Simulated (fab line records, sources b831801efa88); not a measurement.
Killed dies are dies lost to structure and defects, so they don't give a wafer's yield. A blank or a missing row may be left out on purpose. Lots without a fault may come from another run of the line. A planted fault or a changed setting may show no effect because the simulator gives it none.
fab line records | flow sky130
record lots=7 wafers=19 last_day=50
route steps=708 shown LDD_HVN@274 LDD_HVP@278 LDD_LDN@289 SPACER@304 POLY_CUT@307 PAD_OPEN@708
lots that met no fault: from a run of the same line without faults
start_h: hours from the record's first day to the start of the lot's first wafer shown | wait_h: hours since the lot's step before | " the same as in the row above | L1.1+2: a row that stands for several wafers | - no value, or no start given | * or withheld: withheld | < > ~ a bound
route shown NAME@n: a module of which the file shows steps, and the number in the route of the first | usual: mean/standard deviation of fault-free wafers | same: alike in all rows | chamber/n: place in a boat | sites: the reading at each site | _std_site: their standard deviation | _edge_site: outer sites' mean less inner sites' | radius_mm: how far each site lies from the wafer's centre | mask NAME#n: copy n | behind: the tool/chamber that last shaped the wafer | hold: why the lot was held/for how many hours/how that ended | device: the transistor (n, p or np) that didn't switch | end of line: the same wafers' tests at the end of the route | a step without rows: its recipe alone | killed: dies lost to structure and defects at the first sort, not the wafer's yield | map: a wafer's dies, x killed, . not, _ none there
set.NAME: the setting as run; set.NAME@STEP: as run at that earlier step | model.NAME: the simulator's own value behind a step, which no gauge read
lots at some steps of the route; a table a step, a row a wafer
services: from which hour (start_h, from the record's first day; less than 0 if before it) a tool's chamber was out of use, for how many hours, and why
## steps
# step SKY_LDD_HVN_OVL_MEAS_07
# usual LDD_HVN_OVL=0.8/1.4
# columns lot.wafer tool chamber start_h wait_h LDD_HVN_OVL[nm]
L534.2 overlay-02 - 461.09 0.1 0.4
L534.3 " - " " 1.0
L534.6 " - " " -0.5
L541.3 overlay-02 - 531.95 0.1 1.8
L541.4 " - " " 1.8
L542.2 overlay-01 - 534.34 0.1 -0.2
L542.3 " - " " 0.9
L542.5 " - " " 0.5
L543.2 overlay-01 - 543.84 0.1 -1.5
L543.4 " - " " -2.8
L551.3 overlay-02 - 613.20 0.1 -0.5
L551.4 " - " " -0.5
L551.6 " - " " 1.9
L552.2 overlay-01 - 627.86 0.1 2.2
L552.4 " - " " 3.7
L552.6 " - " " 3.2
L556.1 overlay-01 - 655.63 0.1 0.8
L556.3 " - " " -0.3
L556.5 " - " " -1.2
# step SKY_LDD_HVN_IMPLANT_08
# recipe species=P energy_kev=60 dose_cm2=3e+13 tilt_deg=40
# step SKY_LDD_HVN_STRIP_09
# recipe chemistry=O2/N2 power_w=1400 pressure_mtorr=1500 platen_temp_c=withheld o2_flow_sccm=3000 n2_flow_sccm=300 overash_fraction=0.5
# usual drypump_motor_current_A=6.0/0.37 oes_product_au=0.409/0.0045 strip_time_to_endpoint_s=4.138/0.015
# columns lot.wafer tool chamber start_h wait_h drypump_motor_current_A oes_product_au rf_hours_counter_h strip_time_to_endpoint_s
L534.2 plasma_asher-03 1 461.27 0.1 5.9 0.401 77 4.151
L534.3 " 0 " " 6.5 0.408 - 4.152
L534.6 " 0 " " 6.5 0.403 - 4.150
L541.3 plasma_asher-02 1 532.15 0.1 6.0 0.407 - 4.149
L541.4 " 0 " " 5.9 0.416 - 4.126
L542.2 plasma_asher-03 1 534.52 0.1 5.9 0.412 85 4.142
L542.3 " 0 " " 6.5 0.411 - 4.154
L542.5 " 0 " " 6.5 0.412 - 4.152
L543.2 plasma_asher-03 1 544.02 0.1 5.9 0.408 86 4.135
L543.4 " 1 " " 5.9 0.409 - 4.132
L551.3 plasma_asher-03 1 613.40 0.1 5.9 0.411 - 4.155
L551.4 " 0 " " 6.5 0.418 - 4.159
L551.6 " 1 " " 5.9 0.412 - 4.141
L552.2 plasma_asher-03 1 628.04 0.1 5.9 0.412 94 4.130
L552.4 " 1 " " 5.9 0.409 - 4.142
L552.6 " 1 " " 5.9 0.417 - 4.154
L556.1 plasma_asher-01 0 655.82 0.1 5.2 0.410 51 4.137
L556.3 " 1 " " 5.4 0.409 - 4.154
L556.5 " 0 " " 5.2 0.412 - 4.119
# step SKY_LDD_HVN_TW_MEAS_10
# usual LDD_HVN_TW=1439/11
# columns lot.wafer tool chamber start_h wait_h LDD_HVN_TW
L534.2 film_metro-03 - 461.38 0.1 1469
L534.3 " - " " 1461
L534.6 " - " " 1466
L541.3 film_metro-02 - 532.24 0.1 1432
L541.4 " - " " 1429
L542.2 film_metro-04 - 534.63 0.1 1441
L542.3 " - " " 1445
L542.5 " - " " 1445
L543.2 film_metro-02 - 544.13 0.1 1429
L543.4 " - " " 1423
L551.3 film_metro-04 - 613.49 0.1 1439
L551.4 " - " " 1444
L551.6 " - " " 1447
L552.2 film_metro-02 - 628.15 0.1 1422
L552.4 " - " " 1428
L552.6 " - " " 1428
L556.1 film_metro-04 - 655.92 0.1 1443
L556.3 " - " " 1441
L556.5 " - " " 1441
# step SKY_LDD_HVP_DEHYDRATE_00
# recipe temp_c=200 time_s=60
# step SKY_LDD_HVP_HMDS_01
# recipe prime_time_s=60 prime_temp_c=120
# step SKY_LDD_HVP_COAT_02
# recipe resist=NOVOLAK spin_rpm=3000 resist_thk_nm=300
# step SKY_LDD_HVP_SOFTBAKE_03
# recipe temp_c=90 time_s=60 resist=NOVOLAK
# step SKY_LDD_HVP_EXPOSE_04
# recipe mask_id=HVPTM na=0.6 source_shape=conventional sigma_outer=0.6 polarization=unpolarized target_cd_nm=700 dose_mj=86
# step SKY_LDD_HVP_PEB_05
# recipe temp_c=withheld time_s=* resist=NOVOLAK
# step SKY_LDD_HVP_DEVELOP_06
# recipe resist=NOVOLAK developer=TMAH develop_time_s=60 dev_temp_c=23
# step SKY_LDD_HVP_OVL_MEAS_07
# usual LDD_HVP_OVL=0.1/1.5
# columns lot.wafer tool chamber start_h wait_h LDD_HVP_OVL[nm]
L534.2 overlay-01 - 491.74 0.1 -0.4
L534.3 " - " " 0.3
L534.6 " - " " 1.6
L541.3 overlay-01 - 561.85 0.1 -0.3
L541.4 " - " " -0.6
L542.2 overlay-01 - 563.39 0.1 1.3
L542.3 " - " " 1.2
L542.5 " - " " 0.4
L543.2 overlay-02 - 572.99 0.1 -0.1
L543.4 " - " " -0.1
L551.3 overlay-01 - 643.14 0.1 -2.1
L551.4 " - " " -2.0
L551.6 " - " " -1.9
L552.2 overlay-02 - 656.94 0.1 0.6
L552.4 " - " " 2.0
L552.6 " - " " -0.6
L556.1 overlay-02 - 684.18 0.1 -0.3
L556.3 " - " " 0.4
L556.5 " - " " 0.9
# step SKY_LDD_HVP_IMPLANT_08
# recipe species=B energy_kev=20 dose_cm2=1.7e+13 tilt_deg=17.9
# usual end_station_pressure_torr=5.07e-06/2.5e-07
# columns lot.wafer tool chamber start_h wait_h end_station_pressure_torr
L534.2 implanter-03 0 491.80 0.0 5.22e-06
L534.3 " 0 " " 5.26e-06
L534.6 " 0 " " 5.29e-06
L541.3 implanter-01 0 561.92 0.1 5.24e-06
L541.4 " 0 " " 4.98e-06
L542.2 implanter-01 0 563.45 0.0 5.22e-06
L542.3 " 0 " " 5.26e-06
L542.5 " 0 " " 4.95e-06
L543.2 implanter-01 0 573.05 0.0 5.17e-06
L543.4 " 0 " " 4.97e-06
L551.3 implanter-04 0 643.22 0.1 5.25e-06
L551.4 " 0 " " 5.33e-06
L551.6 " 0 " " 5.55e-06
L552.2 implanter-01 0 657.00 0.0 5.54e-06
L552.4 " 0 " " 4.61e-06
L552.6 " 0 " " 5.28e-06
L556.1 implanter-04 0 684.22 0.0 4.87e-06
L556.3 " 0 " " 4.47e-06
L556.5 " 0 " " 5.19e-06
# step SKY_LDD_HVP_STRIP_09
# recipe chemistry=O2/N2 power_w=1400 pressure_mtorr=1500 platen_temp_c=withheld o2_flow_sccm=3000 n2_flow_sccm=300 overash_fraction=0.5
# usual drypump_motor_current_A=5.7/0.53 oes_product_au=0.409/0.0045 strip_time_to_endpoint_s=4.138/0.015
# columns lot.wafer tool chamber start_h wait_h drypump_motor_current_A oes_product_au rf_hours_counter_h strip_time_to_endpoint_s
L534.2 plasma_asher-03 1 491.92 0.1 5.9 0.412 81 4.114
L534.3 " 0 " " 6.5 0.410 - 4.130
L534.6 " 1 " " 5.9 0.405 - 4.125
L541.3 plasma_asher-03 0 562.05 0.1 6.5 0.406 - 4.149
L541.4 " 1 " " 5.9 0.412 - 4.152
L542.2 plasma_asher-04 0 563.57 0.1 5.2 0.411 71 4.135
L542.3 " 0 " " 5.2 0.411 - 4.149
L542.5 " 0 " " 5.2 0.405 - 4.154
L543.2 plasma_asher-03 0 573.17 0.1 6.5 0.409 89 4.134
L543.4 " 0 " " 6.5 0.413 - 4.124
L551.3 plasma_asher-03 0 643.35 0.1 6.5 0.409 - 4.147
L551.4 " 1 " " 5.9 0.412 - 4.136
L551.6 " 0 " " 6.5 0.403 - 4.148
L552.2 plasma_asher-03 1 657.12 0.1 5.9 0.401 97 4.144
L552.4 " 0 " " 6.5 0.410 - 4.139
L552.6 " 1 " " 5.9 0.404 - 4.125
L556.1 plasma_asher-03 1 684.37 0.1 5.9 0.414 100 4.131
L556.3 " 0 " " 6.5 0.405 - 4.126
L556.5 " 0 " " 6.5 0.409 - 4.127
# step SKY_LDD_HVP_TW_MEAS_10
# usual LDD_HVP_TW=462/3.1
# columns lot.wafer tool chamber start_h wait_h LDD_HVP_TW
L534.2 film_metro-01 - 492.03 0.1 464
L534.3 " - " " 460
L534.6 " - " " 465
L541.3 film_metro-01 - 562.14 0.1 466
L541.4 " - " " 463
L542.2 film_metro-04 - 563.68 0.1 455
L542.3 " - " " 457
L542.5 " - " " 455
L543.2 film_metro-01 - 573.28 0.1 464
L543.4 " - " " 463
L551.3 film_metro-04 - 643.44 0.1 457
L551.4 " - " " 459
L551.6 " - " " 456
L552.2 film_metro-03 - 657.23 0.1 463
L552.4 " - " " 461
L552.6 " - " " 465
L556.1 film_metro-03 - 684.47 0.1 465
L556.3 " - " " 467
L556.5 " - " " 466
# step SKY_LDD_LDN_DEHYDRATE_00
# recipe temp_c=200 time_s=60
# step SKY_LDD_LDN_HMDS_01
# recipe prime_time_s=60 prime_temp_c=120
# step SKY_LDD_LDN_COAT_02
# recipe resist=NOVOLAK spin_rpm=3000 resist_thk_nm=1140
# step SKY_LDD_LDN_SOFTBAKE_03
# recipe temp_c=90 time_s=60 resist=NOVOLAK
# step SKY_LDD_LDN_EXPOSE_04
# recipe mask_id=LDNTM na=0.6 source_shape=conventional sigma_outer=0.6 polarization=unpolarized target_cd_nm=700 dose_mj=140
# step SKY_LDD_LDN_PEB_05
# recipe temp_c=withheld time_s=* resist=NOVOLAK
# step SKY_LDD_LDN_DEVELOP_06
# recipe resist=NOVOLAK developer=TMAH develop_time_s=60 dev_temp_c=23
# step SKY_LDD_LDN_OVL_MEAS_07
# usual LDD_LDN_OVL=0.8/1.5
# columns lot.wafer tool chamber start_h wait_h LDD_LDN_OVL[nm]
L534.2 overlay-02 - 522.39 0.1 0.0
L534.3 " - " " 0.4
L534.6 " - " " 2.5
L541.3 overlay-01 - 591.55 0.1 -1.5
L541.4 " - " " -1.6
L542.2 overlay-02 - 592.69 0.1 3.2
L542.3 " - " " 1.6
L542.5 " - " " 1.3
L543.2 overlay-02 - 602.79 0.1 1.7
L543.4 " - " " 1.9
L551.3 overlay-01 - 671.30 0.1 0.4
L551.4 " - " " 0.1
L551.6 " - " " 0.4
L552.2 overlay-02 - 685.11 0.1 3.3
L552.4 " - " " 1.5
L552.6 " - " " 2.7
L556.1 overlay-02 - 712.53 0.1 0.9
L556.3 " - " " -1.4
L556.5 " - " " 2.3
# step SKY_LDD_LDN_IMPLANT_08
# recipe species=As energy_kev=15 dose_cm2=1.25e+13 tilt_deg=withheld rotation_deg=23
# step SKY_LDD_LDN_IMPLANT_09
# recipe species=As energy_kev=15 dose_cm2=1.25e+13 tilt_deg=withheld rotation_deg=113
# step SKY_LDD_LDN_IMPLANT_10
# recipe species=As energy_kev=15 dose_cm2=1.25e+13 tilt_deg=withheld rotation_deg=203
# step SKY_LDD_LDN_IMPLANT_11
# recipe species=As energy_kev=15 dose_cm2=1.25e+13 tilt_deg=withheld rotation_deg=293
# step SKY_LDD_LDN_STRIP_12
# recipe chemistry=O2/N2 power_w=1400 pressure_mtorr=1500 platen_temp_c=withheld o2_flow_sccm=3000 n2_flow_sccm=300 overash_fraction=0.5
# usual drypump_motor_current_A=5.7/0.5 oes_product_au=0.716/0.0051 strip_time_to_endpoint_s=14.20/0.037
# columns lot.wafer tool chamber start_h wait_h drypump_motor_current_A oes_product_au rf_hours_counter_h strip_time_to_endpoint_s
L534.2 plasma_asher-04 0 523.02 0.1 5.2 0.718 68 14.18
L534.3 " 0 " " 5.2 0.714 - 14.15
L534.6 " 1 " " 5.1 0.728 - 14.13
L541.3 plasma_asher-04 1 592.21 0.1 5.1 0.705 - 14.16
L541.4 " 0 " " 5.2 0.715 - 14.16
L542.2 plasma_asher-02 0 593.32 0.1 5.9 0.716 16 14.19
L542.3 " 1 " " 6.0 0.711 - 14.23
L542.5 " 1 " " 6.0 0.716 - 14.17
L543.2 plasma_asher-04 1 603.42 0.1 5.1 0.719 76 14.19
L543.4 " 1 " " 5.1 0.715 - 14.16
L551.3 plasma_asher-04 0 671.96 0.1 5.2 0.711 - 14.21
L551.4 " 1 " " 5.1 0.718 - 14.25
L551.6 " 0 " " 5.2 0.709 - 14.24
L552.2 plasma_asher-04 0 685.74 0.1 5.2 0.712 84 14.27
L552.4 " 0 " " 5.2 0.717 - 14.22
L552.6 " 1 " " 5.1 0.709 - 14.25
L556.1 plasma_asher-04 1 713.17 0.1 5.1 0.718 86 14.23
L556.3 " 0 " " 5.2 0.720 - 14.22
L556.5 " 1 " " 5.1 0.710 - 14.23
# step SKY_LDD_LDN_TW_MEAS_13
# usual LDD_LDN_TW=1490/14
# columns lot.wafer tool chamber start_h wait_h LDD_LDN_TW
L534.2 film_metro-04 - 523.13 0.1 1479
L534.3 " - " " 1485
L534.6 " - " " 1482
L541.3 film_metro-01 - 592.29 0.1 1496
L541.4 " - " " 1512
L542.2 film_metro-01 - 593.43 0.1 1516
L542.3 " - " " 1508
L542.5 " - " " 1505
L543.2 film_metro-01 - 603.53 0.1 1501
L543.4 " - " " 1496
L551.3 film_metro-02 - 672.04 0.1 1461
L551.4 " - " " 1461
L551.6 " - " " 1462
L552.2 film_metro-04 - 685.85 0.1 1482
L552.4 " - " " 1483
L552.6 " - " " 1478
L556.1 film_metro-01 - 713.27 0.1 1493
L556.3 " - " " 1502
L556.5 " - " " 1498
# step SKY_LDD_LDN_CLEAN_14
# recipe chemistry=SC1/SC2 mix=1:4:20 temp_c=70 time_s=150 dry=n2_spin
# step SKY_SPACER_CVD_00
# recipe material=Si3N4 precursor=DCS/NH3 target_thk_nm=43.1 temp_c=770 time_s=740 pressure_mtorr=250
# step SKY_SPACER_THK_MEAS_01
# recipe reads=Si3N4_of_SPACER_CVD_00
# usual SPACER_CVD_00_THK=42.9/0.43
# columns lot.wafer tool chamber start_h wait_h SPACER_CVD_00_THK[nm]
L534.2 film_metro-03 - 525.54 0.0 43.3
L534.3 " - " " 43.4
L534.6 " - " " 43.3
L541.3 film_metro-02 - 593.61 0.0 43.2
L541.4 " - " " 42.8
L542.2 film_metro-03 - 595.85 0.0 42.8
L542.3 " - " " 43.0
L542.5 " - " " 42.5
L543.2 film_metro-01 - 605.64 0.0 43.2
L543.4 " - " " 43.5
L551.3 film_metro-02 - 674.81 0.0 43.5
L551.4 " - " " 43.3
L551.6 " - " " 43.2
L552.2 film_metro-02 - 687.16 0.0 43.0
L552.4 " - " " 42.8
L552.6 " - " " 43.1
L556.1 film_metro-01 - 714.59 0.0 42.7
L556.3 " - " " 42.7
L556.5 " - " " 42.6
# step SKY_SPACER_ETCHBACK_02
# recipe chemistry=CH3F/O2 target=Si3N4 stop_on=SiO2 source_w=400 bias_w=80 pressure_mtorr=25 ch3f_flow_sccm=40 O2_flow_sccm=30 time_s=46.7 target_depth_a=450
# usual ch3f_flow_sccm=40.01/0.12 drypump_motor_current_A=5.7/0.42 oes_product_au=0.852/0.0065 throttle_valve_pct=10.561/0.0087
# columns lot.wafer tool chamber start_h wait_h ch3f_flow_sccm drypump_motor_current_A oes_product_au rf_hours_counter_h throttle_valve_pct
L534.2 rie_diel-02 1 525.59 0.0 39.84 5.2 0.857 3 10.565
L534.3 " 2 " " 39.97 5.7 0.848 10 10.564
L534.6 " 2 " " 39.94 5.7 0.856 - 10.570
L541.3 rie_diel-02 0 593.65 0.0 40.03 5.5 0.863 2 10.571
L541.4 " 3 " " 39.89 6.1 0.853 49 10.560
L542.2 rie_diel-03 0 595.90 0.0 40.09 6.1 0.843 3 10.551
L542.3 " 2 " " 40.00 5.7 0.856 51 10.558
L542.5 " 3 " " 39.83 4.8 0.849 - 10.555
L543.2 rie_diel-02 3 605.69 0.0 39.88 6.2 0.857 49 10.555
L543.4 " 1 " " 40.10 5.2 0.860 5 10.558
L551.3 rie_diel-03 2 674.85 0.0 39.94 5.7 0.848 53 10.570
L551.4 " 3 " " 39.94 4.7 0.859 13 10.536
L551.6 " 0 " " 40.04 6.1 0.851 - 10.570
L552.2 rie_diel-02 2 687.21 0.0 40.04 5.7 0.859 13 10.552
L552.4 " 0 " " 40.02 5.6 0.855 4 10.566
L552.6 " 1 " " 40.15 5.2 0.858 - 10.558
L556.1 rie_diel-04 2 714.65 0.1 39.91 5.6 0.843 8 10.570
L556.3 " 1 " " 40.06 6.3 0.853 1 10.576
L556.5 " 1 " " 40.07 6.2 0.846 - 10.553
# step SKY_POLY_CUT_DEHYDRATE_00
# recipe temp_c=200 time_s=60
# step SKY_POLY_CUT_HMDS_01
# recipe prime_time_s=60 prime_temp_c=120
# step SKY_POLY_CUT_COAT_02
# recipe resist=BARC temp_c=withheld time_s=withheld spin_rpm=3000 resist_thk_nm=60
# step SKY_POLY_CUT_COAT_03
# recipe resist=KrF-thick spin_rpm=3000 resist_thk_nm=450
# step SKY_POLY_CUT_SOFTBAKE_04
# recipe temp_c=100 time_s=90 resist=KrF-thick
# step SKY_POLY_CUT_EXPOSE_05
# recipe mask_id=NPCM na=0.8 source_shape=annular sigma_inner=0.55 sigma_outer=0.85 target_cd_nm=270 dose_mj=32
# step SKY_POLY_CUT_PEB_06
# recipe peb_temp_c=withheld peb_time_s=withheld resist=KrF-thick
# step SKY_POLY_CUT_DEVELOP_07
# recipe develop_time_s=60 resist=KrF-thick dev_temp_c=21
# step SKY_POLY_CUT_CD_MEAS_08
# recipe target_cd_nm=270
# usual cd_nm=269.8/1.6
# columns lot.wafer tool chamber start_h wait_h cd_nm
L534.2 cd_sem-01 - 555.62 - 266.9
L534.3 " - " " 269.2
L534.6 " - " " 267.9
L541.3 cd_sem-02 - 622.89 - 268.8
L541.4 " - " " 269.3
L542.2 cd_sem-01 - 625.31 - 268.9
L542.3 " - " " 268.9
L542.5 " - " " 267.6
L543.2 cd_sem-01 - 635.37 - 271.0
L543.4 " - " " 271.1
L551.3 cd_sem-01 - 702.94 - 269.6
L551.4 " - " " 268.1
L551.6 " - " " 268.4
L552.2 cd_sem-02 - 715.50 - 272.7
L552.4 " - " " 272.8
L552.6 " - " " 272.5
L556.1 cd_sem-02 - 742.30 - 268.2
L556.3 " - " " 268.4
L556.5 " - " " 268.8
# step SKY_PAD_OPEN_PROBE_99
# usual killed_at_M0_to_M3=44/7 killed_at_M4_up=3.2/1.8 killed_at_contacts=24/5.1 killed_at_front_end=15/4.3 killed_at_other=0.3/0.5 killed_dies=86/9.6 killed_open=48/7.1 killed_short=38/6.7
# same gross_dies=492 killed_at_back_side=0
# columns lot.wafer tool chamber start_h wait_h killed_at_M0_to_M3 killed_at_M4_up killed_at_contacts killed_at_front_end killed_at_other killed_dies killed_open killed_short model.etest.tip_p_5v.rs_ohm_sq_range
L534.2 prober-01 - 1076.95 0.1 57 3 24 19 1 104 57 45 88.11
L534.3 prober-01 - 1077.00 0.2 44 3 28 12 0 87 46 39 65.04
L534.6 prober-01 - 1077.15 0.2 46 3 23 12 0 84 43 41 45.67
L541.3 prober-02 - 1121.26 0.2 43 6 24 18 1 92 53 39 112
L541.4 prober-02 - 1121.31 0.2 46 2 19 17 0 84 50 34 175.2
L542.2 prober-01 - 1124.31 0.1 39 6 21 18 0 84 58 25 114.5
L542.3 prober-01 - 1124.36 0.2 39 4 26 19 0 88 54 33 96.6
L542.5 prober-01 - 1124.46 0.2 48 3 22 10 0 83 42 41 194.1
L543.2 prober-02 - 1128.71 0.1 51 3 27 16 0 97 59 37 125.9
L543.4 prober-02 - 1128.81 0.2 53 4 20 11 0 88 42 45 198.5
L551.3 prober-02 - 1174.28 0.2 46 3 24 11 0 84 35 49 83.43
L551.4 prober-02 - 1174.33 0.2 29 6 18 20 1 74 31 43 71.21
L551.6 prober-02 - 1174.43 0.2 36 0 17 16 0 69 41 28 122.1
L552.2 prober-01 - 1182.32 0.1 39 1 19 10 1 70 39 30 75.97
L552.4 prober-01 - 1182.42 0.2 47 4 21 14 0 86 50 34 52.74
L552.6 prober-01 - 1182.52 0.2 44 1 14 11 1 71 39 32 81.81
L556.1 prober-01 - 1199.27 0.1 47 2 26 17 0 92 48 44 92.74
L556.3 prober-01 - 1199.37 0.2 39 4 29 15 1 88 35 52 105.1
L556.5 prober-01 - 1199.47 0.2 55 5 26 9 0 95 44 50 106.9
# killed by level:class
L534.2 VIA2:geometric_particle:open=11 VIA3:geometric_particle:open=10 CONTACT:geometric_particle:open=8 CONTACT:geometric_particle:short=8 VIA1:geometric_particle:open=8 FIELD_ISO:geometric_particle:open=7 METAL1:geometric_particle:short=6 VIA2:geometric_particle:short=6
L534.3 VIA2:geometric_particle:open=10 CONTACT:geometric_particle:open=9 LI_CONTACT:geometric_particle:open=7 LOCAL_INTERCONNECT:geometric_particle:short=6 VIA1:geometric_particle:open=6 VIA2:geometric_particle:short=6 METAL1:geometric_particle:short=5 VIA3:geometric_particle:open=4
L534.6 CONTACT:geometric_particle:open=12 METAL1:geometric_particle:short=7 VIA2:geometric_particle:open=7 VIA2:geometric_particle:short=6 CONTACT:geometric_particle:short=5 LI_CONTACT:geometric_particle:open=4 METAL1:geometric_particle:open=4 VIA1:geometric_particle:open=4
L541.3 VIA1:geometric_particle:open=15 CONTACT:geometric_particle:short=8 FIELD_ISO:geometric_particle:short=7 CONTACT:geometric_particle:open=7 FIELD_ISO:geometric_particle:open=6 VIA2:geometric_particle:open=6 LI_CONTACT:geometric_particle:open=6 VIA3:geometric_particle:open=5
L541.4 VIA1:geometric_particle:open=13 METAL2:geometric_particle:short=7 CONTACT:geometric_particle:open=7 VIA3:geometric_particle:open=6 LI_CONTACT:geometric_particle:open=5 VIA1:geometric_particle:short=5 FIELD_ISO:geometric_particle:open=4 POLY_CUT:geometric_particle:open=3
L542.2 VIA1:geometric_particle:open=14 LI_CONTACT:geometric_particle:open=9 CONTACT:geometric_particle:open=9 VIA3:geometric_particle:open=8 FIELD_ISO:geometric_particle:open=6 VIA2:geometric_particle:open=6 FIELD_ISO:geometric_particle:short=4 METAL4:geometric_particle:short=4
L542.3 CONTACT:geometric_particle:open=13 VIA1:geometric_particle:open=12 LI_CONTACT:geometric_particle:open=6 METAL2:geometric_particle:short=5 FIELD_ISO:geometric_particle:short=5 FIELD_ISO:geometric_particle:open=5 POLY_GATE:geometric_particle:open=5 VIA2:geometric_particle:open=4
L542.5 VIA1:geometric_particle:open=12 CONTACT:geometric_particle:open=9 METAL1:geometric_particle:short=7 VIA3:geometric_particle:open=6 VIA2:geometric_particle:open=6 POLY_GATE:geometric_particle:short=4 CONTACT:geometric_particle:short=4 VIA1:geometric_particle:short=4
L543.2 VIA1:geometric_particle:open=12 VIA2:geometric_particle:open=11 CONTACT:geometric_particle:open=10 LI_CONTACT:geometric_particle:open=9 METAL1:geometric_particle:short=7 VIA3:geometric_particle:open=7 METAL2:geometric_particle:short=5 FIELD_ISO:geometric_particle:short=4
L543.4 VIA1:geometric_particle:open=13 METAL1:geometric_particle:short=10 VIA2:geometric_particle:open=6 CONTACT:geometric_particle:open=6 METAL3:geometric_particle:short=6 LOCAL_INTERCONNECT:geometric_particle:short=5 FIELD_ISO:geometric_particle:open=4 LI_CONTACT:geometric_particle:open=4
L551.3 CONTACT:geometric_particle:open=13 METAL2:geometric_particle:short=9 FIELD_ISO:geometric_particle:short=7 METAL1:geometric_particle:short=7 VIA3:geometric_particle:open=6 LI_CONTACT:geometric_particle:short=5 VIA1:geometric_particle:short=5 VIA1:geometric_particle:open=5
L551.4 CONTACT:geometric_particle:open=7 METAL1:geometric_particle:short=7 FIELD_ISO:geometric_particle:short=5 POLY_GATE:geometric_particle:short=5 VIA1:geometric_particle:open=5 FIELD_ISO:geometric_particle:open=4 METAL4:geometric_particle:short=4 CONTACT:geometric_particle:short=4
L551.6 CONTACT:geometric_particle:open=7 VIA1:geometric_particle:open=7 METAL2:geometric_particle:short=7 LI_CONTACT:geometric_particle:open=5 VIA2:geometric_particle:open=5 POLY_GATE:geometric_particle:open=4 VIA3:geometric_particle:open=4 FIELD_ISO:geometric_particle:open=3
L552.2 CONTACT:geometric_particle:open=11 VIA1:geometric_particle:open=8 VIA1:geometric_particle:short=6 VIA3:geometric_particle:open=6 VIA2:geometric_particle:open=4 VIA3:geometric_particle:short=4 LI_CONTACT:geometric_particle:short=3 CONTACT:geometric_particle:short=3
L552.4 VIA1:geometric_particle:open=18 CONTACT:geometric_particle:open=8 LI_CONTACT:geometric_particle:open=6 VIA3:geometric_particle:open=6 POLY_GATE:geometric_particle:open=4 VIA2:geometric_particle:short=4 METAL1:geometric_particle:short=4 VIA2:geometric_particle:open=4
L552.6 VIA1:geometric_particle:open=13 METAL1:geometric_particle:short=8 VIA3:geometric_particle:open=7 POLY_GATE:geometric_particle:open=4 LI_CONTACT:geometric_particle:open=4 CONTACT:geometric_particle:short=4 CONTACT:geometric_particle:open=4 METAL2:geometric_particle:short=4
L556.1 CONTACT:geometric_particle:open=10 VIA1:geometric_particle:open=10 VIA3:geometric_particle:open=8 POLY_GATE:geometric_particle:short=7 VIA2:geometric_particle:open=6 CONTACT:geometric_particle:short=6 FIELD_ISO:geometric_particle:short=4 FIELD_ISO:geometric_particle:open=4
L556.3 METAL1:geometric_particle:short=12 CONTACT:geometric_particle:open=11 VIA1:geometric_particle:open=8 LI_CONTACT:geometric_particle:open=7 METAL2:geometric_particle:short=5 FIELD_ISO:geometric_particle:short=4 POLY_GATE:geometric_particle:short=4 SPACER:geometric_particle:short=4
L556.5 CONTACT:geometric_particle:open=8 VIA3:geometric_particle:open=8 CONTACT:geometric_particle:short=7 VIA1:geometric_particle:open=7 METAL2:geometric_particle:short=7 VIA2:geometric_particle:open=7 LI_CONTACT:geometric_particle:open=6 METAL3:geometric_particle:short=6
## services
# columns tool chamber start_h hours kind
plasma_asher-02 - 445.38 0.4 repair
implanter-01 - 454.69 2.7 repair
rie_diel-02 - 455.99 2.6 repair
implanter-01 - 462.85 10.4 repair
rie_diel-02 0 464.57 15.5 repair
rie_diel-02 3 489.92 8.2 repair
plasma_asher-04 - 509.31 1.8 repair
implanter-04 - 522.27 1.6 repair
plasma_asher-03 - 523.86 3.9 repair
implanter-01 - 533.64 3.8 repair
rie_diel-02 - 535.16 1.0 repair
implanter-04 - 546.63 26.2 repair
implanter-01 - 554.13 2.4 repair
rie_diel-02 0 558.86 6.7 repair
implanter-01 - 578.78 3.4 repair
plasma_asher-03 - 591.78 4.2 repair
rie_diel-02 - 607.78 14.6 pm
rie_diel-03 0 612.26 26.1 repair
rie_diel-03 - 622.73 2.8 pm
rie_diel-03 2 641.85 1.4 repair
rie_diel-02 0 651.58 18.4 repair
implanter-04 - 656.48 0.6 repair
plasma_asher-04 - 681.56 2.1 repair
implanter-01 - 681.59 2.2 repair
## key
first_sign none at tools or gauges
model_effect step=SKY_PAD_OPEN_PROBE_99 value=etest.tip_p_5v.rs_ohm_sq_range without=68.56 struck=189.3
met_at SKY_LDD_HVP_IMPLANT_08
struck_wafers L541.4,L542.5,L543.4
tester_left_out L541,L542,L543
fault kind=process_parameter_drift tool=implanter-01 chamber=- onset_h=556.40 steps=SKY_LDD_HVP_IMPLANT_08 channel=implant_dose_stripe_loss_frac offset=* shape=step end_h=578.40 scope=struck_wafers_only
# tester_left_out: of these lots the tester's yield and bins aren't shown, on N5 and GAA mostly nor the transistor test; their killed dies are dies lost to structure and defects alone, not to doping, threshold or leakage, so they don't give the yield
